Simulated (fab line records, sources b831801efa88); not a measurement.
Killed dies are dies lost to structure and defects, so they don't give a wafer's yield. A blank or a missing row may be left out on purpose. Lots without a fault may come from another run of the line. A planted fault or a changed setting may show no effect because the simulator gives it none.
One fault seen from 2 desks | flow gf180mcu | each desk has only its own numbers; what lay behind them comes last

THE TOOL OWNER'S DESK: cmp-01
The tool's own readings at GF_V2_CMP_04 (polishes SiO2): means of the sampled wafers that have a number, for each lot that ran on this tool. A lot is out of limits, marked OUT, if its mean lies more than 4 standard deviations from the usual mean; the brackets give that distance.
Columns: A = motor_current_A at GF_V2_CMP_04, usual 11.5 A; B = slurry_flow_ml_min at GF_V2_CMP_04, usual 149.9; C = time_to_endpoint_s at GF_V2_CMP_04, usual 78 s
lot  | first seen here | A    | B     | C
L241 | day 20 02:18    | 11.5 | 150.1 | 78
L242 | day 20 18:14    | 11.1 | 150.3 | 76
L243 | day 21 02:04    | 11.2 | 149.7 | 82
L246 | day 22 06:25    | 11.4 | 149.9 | 77
L247 | day 22 22:49    | 12.2 | 150.1 | 87
L251 | day 24 03:18    | 11.7 | 149.7 | 73
L252 | day 24 13:28    | 11.8 | 150.1 | 81
This desk's finding: nothing out of limits on any of the 7 lots.

THE METROLOGY DESK
What the gauges read, lot by lot, whatever tool the lot ran on: means of the sampled wafers that have a number. A lot is out of limits, marked OUT, if its mean lies more than 4 standard deviations from the usual mean; the brackets give that distance.
Columns: A = cd_nm at GF_M5_CD_MEAS_07, usual 279.9 nm
lot  | first seen here | A
L238 | day 26 06:27    | 279.3
L239 | day 26 10:06    | 279.3
L240 | day 26 17:18    | 279.9
L241 | day 26 22:48    | 279.4
L242 | day 27 09:10    | 280.0
L243 | day 27 17:42    | 281.4
L244 | day 28 02:58    | 279.2
L245 | day 28 08:34    | 278.8
L246 | day 28 17:48    | 281.1
L247 | day 29 07:40    | 278.1
L251 | day 30 05:22    | 280.4
L252 | day 30 16:46    | 277.8
L261 | day 32 23:45    | 278.3
This desk's finding: nothing out of limits on any of the 13 lots.

PUT TOGETHER
The tool owner's desk saw nothing out of limits.
The metrology desk saw nothing out of limits.

WHAT THE SIMULATOR HAD PUT IN
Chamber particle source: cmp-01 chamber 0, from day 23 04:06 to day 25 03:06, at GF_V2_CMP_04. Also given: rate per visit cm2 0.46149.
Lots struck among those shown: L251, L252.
